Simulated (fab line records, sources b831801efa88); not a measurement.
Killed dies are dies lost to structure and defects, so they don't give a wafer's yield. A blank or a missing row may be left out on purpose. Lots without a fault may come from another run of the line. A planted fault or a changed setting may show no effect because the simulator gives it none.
Which tool did it? | flow gf180mcu | 14 lots, 40 wafers sampled, at 5 steps of a route of 602

WHAT THE GAUGES READ, wafer by wafer
GF_M1_CD_MEAS_14: target cd 230 nm. Usual: cd_nm 229.9 nm, standard deviation 1.1.
lot  | measured     | on        | cd_nm (nm)        | flag
L585 | day 17 06:14 | cd_sem-01 | 230.3 229.1 231.1 |
L586 | day 17 15:38 | cd_sem-01 | 228.3 229.6 228.3 |
L587 | day 17 18:47 | cd_sem-01 | 229.0 230.4 229.6 |
L594 | day 20 14:22 | cd_sem-02 | 230.3 225.6       |
L596 | day 21 04:46 | cd_sem-02 | 230.1 225.4       |
L597 | day 21 18:56 | cd_sem-01 | 230.6 230.4 230.0 |
L600 | day 22 17:37 | cd_sem-02 | 229.6 230.1 230.6 |
L601 | day 22 20:28 | cd_sem-02 | 230.9 231.3 230.2 |
L603 | day 23 10:46 | cd_sem-01 | 229.2 229.5 229.4 |
L604 | day 24 02:03 | cd_sem-02 | 229.3 230.6 229.4 |
L605 | day 24 03:00 | cd_sem-02 | 231.1 231.0 229.1 |
L606 | day 24 11:13 | cd_sem-01 | 232.4 232.9 231.9 |
L607 | day 24 19:19 | cd_sem-01 | 230.6 230.3 229.2 |
L608 | day 25 04:02 | cd_sem-01 | 229.9 229.6 230.2 |

GF_V1_BOW_MEAS_05. Usual: V1_BOW 82 um, standard deviation 7.5.
lot  | measured     | on            | V1_BOW (um) | flag
L585 | day 17 07:38 | film_metro-01 | 75 83 80    |
L586 | day 17 17:01 | film_metro-04 | 82 88 80    |
L587 | day 17 20:10 | film_metro-01 | 84 82 89    |
L594 | day 20 15:53 | film_metro-04 | 90 97       |
L596 | day 21 06:18 | film_metro-04 | 89 83       |
L597 | day 21 20:19 | film_metro-02 | 79 64 74    |
L600 | day 22 19:00 | film_metro-04 | 71 88 90    |
L601 | day 22 21:53 | film_metro-01 | 79 76 76    |
L603 | day 23 12:18 | film_metro-01 | 82 71 94    |
L604 | day 24 03:34 | film_metro-01 | 78 72 90    |
L605 | day 24 04:23 | film_metro-01 | 89 73 81    |
L606 | day 24 12:37 | film_metro-02 | 75 89 75    |
L607 | day 24 20:56 | film_metro-04 | 71 68 75    |
L608 | day 25 05:25 | film_metro-01 | 80 84 92    |

WHICH TOOL RAN EACH LOT (tool, then ch and the chambers of the sampled wafers, then the start)
lot  | GF_CONTACT_STRIP_18                  | GF_CONTACT_CVD_24             | GF_M1_PEB_12
L585 | plasma_asher-04 ch 0,1, day 16 06:30 | cvd_w-02 ch 0,1, day 16 06:53 | litho_track-02 ch 0, day 17 05:54
L586 | plasma_asher-03 ch 1, day 16 15:13   | cvd_w-02 ch 0,1, day 16 15:37 | litho_track-04 ch 0, day 17 15:18
L587 | plasma_asher-03 ch 0,1, day 16 18:02 | cvd_w-01 ch 0,1, day 16 18:27 | litho_track-03 ch 0, day 17 18:28
L594 | plasma_asher-03 ch 0,1, day 19 13:07 | cvd_w-02 ch 0, day 19 13:31   | litho_track-03 ch 0, day 20 14:01
L596 | plasma_asher-02 ch 0, day 20 03:49   | cvd_w-02 ch 0,1, day 20 04:14 | litho_track-03 ch 0, day 21 04:25
L597 | plasma_asher-03 ch 0, day 20 17:21   | cvd_w-01 ch 0,1, day 20 17:46 | litho_track-02 ch 0, day 21 18:35
L600 | plasma_asher-04 ch 0, day 21 17:09   | cvd_w-01 ch 1, day 21 17:33   | litho_track-04 ch 0, day 22 17:16
L601 | plasma_asher-03 ch 0,1, day 21 19:34 | cvd_w-02 ch 0,1, day 21 19:59 | litho_track-04 ch 0, day 22 20:07
L603 | plasma_asher-02 ch 0,1, day 22 10:43 | cvd_w-02 ch 0,1, day 22 11:07 | litho_track-04 ch 0, day 23 10:25
L604 | plasma_asher-04 ch 0,1, day 23 02:18 | cvd_w-02 ch 0,1, day 23 02:43 | litho_track-04 ch 0, day 24 01:44
L605 | plasma_asher-04 ch 0,1, day 23 03:08 | cvd_w-01 ch 0,1, day 23 03:32 | litho_track-04 ch 0, day 24 02:41
L606 | plasma_asher-02 ch 0,1, day 23 11:49 | cvd_w-02 ch 0,1, day 23 12:13 | litho_track-04 ch 0, day 24 10:52
L607 | plasma_asher-02 ch 0,1, day 23 20:19 | cvd_w-02 ch 0,1, day 23 20:44 | litho_track-04 ch 0, day 24 18:58
L608 | plasma_asher-04 ch 0,1, day 24 05:02 | cvd_w-01 ch 0,1, day 24 05:26 | litho_track-03 ch 0, day 25 03:43
- GF_CONTACT_STRIP_18: strips in O2/N2.
- GF_CONTACT_CVD_24: deposits W, target thk 300 nm, time 90.339 s.
- GF_M1_PEB_12: peb time 90 s.

WHAT THE TOOLS THEMSELVES READ (means of the sampled wafers that have a number; where no wafer has one, the mark that the record gives instead)
GF_CONTACT_STRIP_18. Usual: drypump_motor_current_A 5.7 A, standard deviation 0.48; heater_power_w 325 W, standard deviation 43; oes_product_au 0.579 a.u., standard deviation 0.0051.
lot  | tool            | drypump_motor_current_A (A) | heater_power_w (W) | oes_product_au (a.u.) | flag
L585 | plasma_asher-04 | 5.3                         | 286                | 0.577                 |
L586 | plasma_asher-03 | 5.4                         | 315                | 0.579                 |
L587 | plasma_asher-03 | 5.8                         | 340                | 0.580                 |
L594 | plasma_asher-03 | 6.0                         | 353                | 0.579                 |
L596 | plasma_asher-02 | 6.4                         | 392                | 0.581                 |
L597 | plasma_asher-03 | 6.5                         | 385                | 0.582                 |
L600 | plasma_asher-04 | 5.4                         | 285                | 0.578                 |
L601 | plasma_asher-03 | 5.8                         | 336                | 0.582                 |
L603 | plasma_asher-02 | 6.1                         | 377                | 0.582                 |
L604 | plasma_asher-04 | 5.4                         | 287                | 0.576                 |
L605 | plasma_asher-04 | 5.4                         | 286                | 0.580                 |
L606 | plasma_asher-02 | 6.1                         | 377                | 0.583                 |
L607 | plasma_asher-02 | 5.9                         | 359                | 0.576                 |
L608 | plasma_asher-04 | 5.3                         | 287                | 0.582                 |

GF_CONTACT_CVD_24. Usual: heater_power_w 853 W, standard deviation 87.
lot  | tool     | heater_power_w (W) | flag
L585 | cvd_w-02 | 983                |
L586 | cvd_w-02 | 970                |
L587 | cvd_w-01 | 768                |
L594 | cvd_w-02 | 976                |
L596 | cvd_w-02 | 942                |
L597 | cvd_w-01 | 773                |
L600 | cvd_w-01 | 782                |
L601 | cvd_w-02 | 943                |
L603 | cvd_w-02 | 932                |
L604 | cvd_w-02 | 954                |
L605 | cvd_w-01 | 776                |
L606 | cvd_w-02 | 921                |
L607 | cvd_w-02 | 918                |
L608 | cvd_w-01 | 778                |

THE ANSWER, worked out from the rows above alone
Rule: a lot is off if the mean of its wafers that have a number lies more than 3 standard deviations from the usual mean. A lot without any number at a reading at which 4 lots or more have one is off too. The other lots that the step has rows for count as sound. The gauges are gone through in route order, then the tools' own readings, and for those a lot's mean is taken as printed above. The first step at which some lot is off is used, and at that step the reading that is off furthest; a lot without a number counts as furthest.
No lot is off at any reading shown: from this, nothing can be told.

WHAT THE SIMULATOR HAD PUT IN
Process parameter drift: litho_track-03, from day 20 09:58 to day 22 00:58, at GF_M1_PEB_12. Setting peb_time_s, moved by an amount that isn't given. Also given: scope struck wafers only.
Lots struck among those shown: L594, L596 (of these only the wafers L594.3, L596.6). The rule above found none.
